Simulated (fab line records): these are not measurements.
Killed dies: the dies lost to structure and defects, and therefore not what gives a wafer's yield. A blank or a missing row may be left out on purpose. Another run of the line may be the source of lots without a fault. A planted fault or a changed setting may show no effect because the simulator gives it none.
Matching of chambers | flow sky130 | SKY_FIELD_ISO_ETCH_15 on rie-diel-02: 4 sister chambers
The step etches the open film in CHF3/O2, stops on Si, target depth 180 nm, time 72 s. 4 wafers are shown with their chamber, then 10 later ones without.

WAFERS, EACH WITH ITS CHAMBER
wafer  | chamber | drypump-motor-current-A (A)
L082.4 | 2       | 4.6
L086.2 | 0       | 6.2
L086.6 | 3       | 6.0
L087.4 | 1       | 6.0

WAFERS WHOSE CHAMBER IS MISSING
wafer  | drypump-motor-current-A (A)
L087.6 | 6.0
L091.1 | 4.6
L091.2 | 5.9
L091.5 | 6.0
L094.1 | 5.9
L094.5 | 4.6
L094.6 | 5.9
L097.1 | 4.6
L097.3 | 5.9
L097.6 | 4.6

CHAMBER TAKEN BY EACH
wafer  | from the rows above     | in truth
L087.6 | can't be placed: 1 or 3 | 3
L091.1 | 2                       | 2
L091.2 | can't be placed: 1 or 3 | 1
L091.5 | can't be placed: 1 or 3 | 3
L094.1 | can't be placed: 1 or 3 | 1
L094.5 | 2                       | 2
L094.6 | can't be placed: 1 or 3 | 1
L097.1 | 2                       | 2
L097.3 | can't be placed: 1 or 3 | 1
L097.6 | 2                       | 2
Correctly placed: 4 of 10. Not placeable from these rows: 6 (in 6, the candidates include the true chamber). Placed wrongly: 0.
How it was worked out, from the rows above alone: a wafer's distance from a chamber is the root of the sum, over the readings, of the square of ((its reading less the chamber's mean) divided by the reading's scatter). The wafer belongs to the nearest chamber; if the next one is less than 2 further off, it can't be placed. The mean given for a chamber averages the wafers shown for that chamber. The scatter (one wafer shown for each chamber): square how far every hidden wafer sits from the nearest shown wafer, average those squares and take the square root.
